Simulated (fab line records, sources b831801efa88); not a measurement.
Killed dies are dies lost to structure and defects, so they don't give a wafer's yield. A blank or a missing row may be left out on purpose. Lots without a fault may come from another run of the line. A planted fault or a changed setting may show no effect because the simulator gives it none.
fab line records | flow sky130 | part 2 of 2: steps 25 to 34 of 34
record lots=5 wafers=15 last_day=50
route steps=708 shown VT_ADJUST_HVTP@91 VT_ADJUST_LVTN@97 VT_ADJUST_NCORE@119
lots that met no fault: from a run of the same line without faults
start_h: hours from the record's first day to the start of the lot's first wafer shown | wait_h: hours since the lot's step before | " the same as in the row above | L1.1+2: a row that stands for several wafers | - no value, or no start given | * or withheld: withheld | < > ~ a bound
route shown NAME@n: a module of which the file shows steps, and the number in the route of the first | usual: mean/standard deviation of fault-free wafers | same: alike in all rows | chamber/n: place in a boat | sites: the reading at each site | _std_site: their standard deviation | _edge_site: outer sites' mean less inner sites' | radius_mm: how far each site lies from the wafer's centre | mask NAME#n: copy n | behind: the tool/chamber that last shaped the wafer | hold: why the lot was held/for how many hours/how that ended | device: the transistor (n, p or np) that didn't switch | end of line: the same wafers' tests at the end of the route | a step without rows: its recipe alone | killed: dies lost to structure and defects at the first sort, not the wafer's yield | map: a wafer's dies, x killed, . not, _ none there
set.NAME: the setting as run; set.NAME@STEP: as run at that earlier step | model.NAME: the simulator's own value behind a step, which no gauge read
lots at some steps of the route; a table a step, a row a wafer
services: from which hour (start_h, from the record's first day; less than 0 if before it) a tool's chamber was out of use, for how many hours, and why
## steps
# step SKY_VT_ADJUST_LVTN_OVL_MEAS_18
# usual VT_ADJUST_LVTN_01_OVL=0.3/1.3
# columns lot.wafer tool chamber start_h wait_h VT_ADJUST_LVTN_01_OVL[nm]
L078.3 overlay-02 - 189.74 0.1 0.3
L078.4 " - " " 1.2
L078.6 " - " " 0.6
L079.1 overlay-02 - 192.85 0.1 1.1
L079.4 " - " " 0.5
L079.6 " - " " 1.0
L095.3 overlay-01 - 311.02 0.1 0.6
L095.5 " - " " 1.3
L095.6 " - " " 1.4
L096.2 overlay-02 - 312.63 0.1 1.7
L096.5 " - " " 3.8
L096.6 " - " " 2.2
L097.1 overlay-01 - 318.40 0.1 -1.0
L097.3 " - " " 0.5
L097.4 " - " " -0.3
# step SKY_VT_ADJUST_LVTN_IMPLANT_19
# recipe species=B energy_kev=30 dose_cm2=6.5e+11 tilt_deg=withheld
# columns lot.wafer tool chamber start_h wait_h
L078.3+4+6 implanter-04 0 189.81 0.1
L079.1+4+6 implanter-02 0 192.89 0.0
L095.3+5+6 implanter-03 0 311.09 0.1
L096.2+5+6 implanter-04 0 312.68 0.0
L097.1+3+4 implanter-04 0 318.44 0.0
# step SKY_VT_ADJUST_LVTN_STRIP_20
# recipe chemistry=O2/N2 power_w=1400 pressure_mtorr=1500 platen_temp_c=withheld o2_flow_sccm=3000 n2_flow_sccm=300 overash_fraction=0.5
# usual drypump_motor_current_A=5.7/0.44 oes_product_au=0.715/0.0044 strip_time_to_endpoint_s=14.19/0.038
# columns lot.wafer tool chamber start_h wait_h drypump_motor_current_A oes_product_au rf_hours_counter_h strip_time_to_endpoint_s
L078.3 plasma_asher-03 0 189.94 0.1 6.5 0.719 - 14.17
L078.4 " 1 " " 5.8 0.706 - 14.21
L078.6 " 1 " " 5.8 0.714 - 14.15
L079.1 plasma_asher-03 1 193.04 0.1 5.8 0.715 48 14.24
L079.4 " 0 " " 6.5 0.716 - 14.24
L079.6 " 0 " " 6.5 0.719 - 14.21
L095.3 plasma_asher-03 1 311.22 0.1 5.8 0.723 - 14.12
L095.5 " 0 " " 6.5 0.714 - 14.19
L095.6 " 1 " " 5.8 0.718 - 14.14
L096.2 plasma_asher-01 0 312.81 0.1 5.1 0.721 50 14.26
L096.5 " 0 " " 5.1 0.715 - 14.24
L096.6 " 1 " " 5.7 0.709 - 14.25
L097.1 plasma_asher-01 0 318.59 0.1 5.1 0.717 51 14.18
L097.3 " 0 " " 5.1 0.710 - 14.26
L097.4 " 1 " " 5.7 0.716 - 14.24
# step SKY_VT_ADJUST_LVTN_TW_MEAS_21
# usual VT_ADJUST_LVTN_2_TW=187.2/1.5
# columns lot.wafer tool chamber start_h wait_h VT_ADJUST_LVTN_2_TW
L078.3 film_metro-02 - 190.03 0.1 187.5
L078.4 " - " " 186.5
L078.6 " - " " 186.7
L079.1 film_metro-01 - 193.14 0.1 185.6
L079.4 " - " " 186.7
L079.6 " - " " 186.3
L095.3 film_metro-01 - 311.31 0.1 185.7
L095.5 " - " " 187.0
L095.6 " - " " 186.9
L096.2 film_metro-01 - 312.92 0.1 187.1
L096.5 " - " " 186.9
L096.6 " - " " 187.1
L097.1 film_metro-02 - 318.69 0.1 188.8
L097.3 " - " " 187.1
L097.4 " - " " 187.7
# step SKY_VT_ADJUST_NCORE_DEHYDRATE_00
# recipe temp_c=200 time_s=60
# usual resist_line_temp_C=22.99/0.097
# same time_s=60
# columns lot.wafer tool chamber start_h wait_h resist_line_temp_C
L078.3 litho_track-01 0 200.55 10.5 23.08
L078.4 " 0 " " 22.92
L078.6 " 0 " " 22.91
L079.1 litho_track-04 0 203.79 10.6 22.98
L079.4 " 0 " " 22.95
L079.6 " 0 " " 23.07
L095.3 litho_track-04 0 323.54 12.2 22.95
L095.5 " 0 " " 22.85
L095.6 " 0 " " 22.93
L096.2 litho_track-01 0 325.33 12.4 22.80
L096.5 " 0 " " 22.78
L096.6 " 0 " " 22.93
L097.1 litho_track-03 0 331.47 12.8 22.90
L097.3 " 0 " " 23.03
L097.4 " 0 " " 23.11
# step SKY_VT_ADJUST_NCORE_HMDS_01
# recipe prime_time_s=60 prime_temp_c=120
# usual resist_line_temp_C=22.97/0.099
# columns lot.wafer tool chamber start_h wait_h resist_line_temp_C
L078.3 litho_track-01 0 200.70 0.1 23.04
L078.4 " 0 " " 22.99
L078.6 " 0 " " 23.13
L079.1 litho_track-04 0 203.94 0.1 22.91
L079.4 " 0 " " 22.88
L079.6 " 0 " " 22.87
L095.3 litho_track-04 0 323.69 0.1 23.02
L095.5 " 0 " " 23.00
L095.6 " 0 " " 22.99
L096.2 litho_track-01 0 325.48 0.1 22.98
L096.5 " 0 " " 22.88
L096.6 " 0 " " 23.03
L097.1 litho_track-03 0 331.62 0.1 22.90
L097.3 " 0 " " 22.94
L097.4 " 0 " " 23.05
# step SKY_VT_ADJUST_NCORE_COAT_02
# recipe resist=NOVOLAK spin_rpm=3000 resist_thk_nm=1140
# usual resist_line_temp_C=23.01/0.1
# columns lot.wafer tool chamber start_h wait_h resist_line_temp_C
L078.3 litho_track-01 0 200.85 0.1 23.07
L078.4 " 0 " " 22.84
L078.6 " 0 " " 22.87
L079.1 litho_track-04 0 204.09 0.1 23.09
L079.4 " 0 " " 23.04
L079.6 " 0 " " 23.02
L095.3 litho_track-04 0 323.84 0.1 22.97
L095.5 " 0 " " 23.00
L095.6 " 0 " " 22.96
L096.2 litho_track-01 0 325.63 0.1 23.01
L096.5 " 0 " " 22.90
L096.6 " 0 " " 22.88
L097.1 litho_track-03 0 331.77 0.1 23.00
L097.3 " 0 " " 22.81
L097.4 " 0 " " 23.01
# step SKY_VT_ADJUST_NCORE_SOFTBAKE_03
# recipe temp_c=90 time_s=60 resist=NOVOLAK
# usual resist_line_temp_C=22.98/0.091
# same time_s=60
# columns lot.wafer tool chamber start_h wait_h resist_line_temp_C
L078.3 litho_track-01 0 201.00 0.1 23.02
L078.4 " 0 " " 23.15
L078.6 " 0 " " 22.93
L079.1 litho_track-04 0 204.24 0.1 22.87
L079.4 " 0 " " 22.89
L079.6 " 0 " " 23.05
L095.3 litho_track-04 0 323.99 0.1 22.97
L095.5 " 0 " " 22.92
L095.6 " 0 " " 22.86
L096.2 litho_track-01 0 325.78 0.1 22.92
L096.5 " 0 " " 22.84
L096.6 " 0 " " 22.85
L097.1 litho_track-03 0 331.92 0.1 23.14
L097.3 " 0 " " 23.22
L097.4 " 0 " " 23.10
# step SKY_VT_ADJUST_NCORE_EXPOSE_04
# recipe mask_id=LVTN_COMPLEMENT_THIN na=0.6 source_shape=conventional sigma_outer=0.6 polarization=unpolarized target_cd_nm=380 dose_mj=139
# usual stage_vel_mm_s=499.89/0.22
# columns lot.wafer tool chamber start_h wait_h mask stage_vel_mm_s
L078.3 iline_stepper-02 0 - - LVTN_COMPLEMENT_THIN#0 500.07
L078.4 " 0 " " LVTN_COMPLEMENT_THIN#0 500.02
L078.6 " 0 " " LVTN_COMPLEMENT_THIN#0 499.86
L079.1 iline_stepper-02 0 - - LVTN_COMPLEMENT_THIN#0 500.11
L079.4 " 0 " " LVTN_COMPLEMENT_THIN#0 499.62
L079.6 " 0 " " LVTN_COMPLEMENT_THIN#0 500.14
L095.3 iline_stepper-01 0 - - LVTN_COMPLEMENT_THIN#0 500.07
L095.5 " 0 " " LVTN_COMPLEMENT_THIN#0 499.95
L095.6 " 0 " " LVTN_COMPLEMENT_THIN#0 500.23
L096.2 iline_stepper-01 0 - - LVTN_COMPLEMENT_THIN#0 500.01
L096.5 " 0 " " LVTN_COMPLEMENT_THIN#0 500.11
L096.6 " 0 " " LVTN_COMPLEMENT_THIN#0 499.58
L097.1 iline_stepper-01 0 - - LVTN_COMPLEMENT_THIN#0 500.03
L097.3 " 0 " " LVTN_COMPLEMENT_THIN#0 499.73
L097.4 " 0 " " LVTN_COMPLEMENT_THIN#0 499.81
# step SKY_VT_ADJUST_NCORE_PEB_05
# recipe temp_c=withheld time_s=* resist=NOVOLAK
# usual resist_line_temp_C=*
# same time_s=*
# columns lot.wafer tool chamber start_h wait_h resist_line_temp_C
L078.3 litho_track-04 0 - - *
L078.4 " 0 " " *
L078.6 " 0 " " *
L079.1 litho_track-04 0 - - *
L079.4 " 0 " " *
L079.6 " 0 " " *
L095.3 litho_track-01 0 - - *
L095.5 " 0 " " *
L095.6 " 0 " " *
L096.2 litho_track-03 0 - - *
L096.5 " 0 " " *
L096.6 " 0 " " *
L097.1 litho_track-04 0 - - *
L097.3 " 0 " " *
L097.4 " 0 " " *
## services
# columns tool chamber start_h hours kind
iline_stepper-02 - 135.20 4.4 pm
iline_stepper-02 0 136.41 - calibration
implanter-02 - 141.33 2.6 repair
plasma_asher-04 - 148.75 0.3 repair
plasma_asher-02 - 157.08 3.6 repair
implanter-02 - 225.66 83.1 pm
plasma_asher-03 - 230.10 2.5 repair
implanter-04 - 259.89 6.4 repair
iline_stepper-01 - 263.81 7.5 repair
plasma_asher-02 - 266.38 7.5 repair
plasma_asher-01 - 279.79 3.9 repair
implanter-03 - 292.03 9.4 pm
iline_stepper-02 - 303.25 1.7 pm
implanter-03 - 305.80 1.5 repair
iline_stepper-01 - 320.11 1.7 pm
plasma_asher-04 - 320.83 0.8 repair
plasma_asher-03 - 332.09 1.1 repair
iline_stepper-01 0 344.72 - calibration
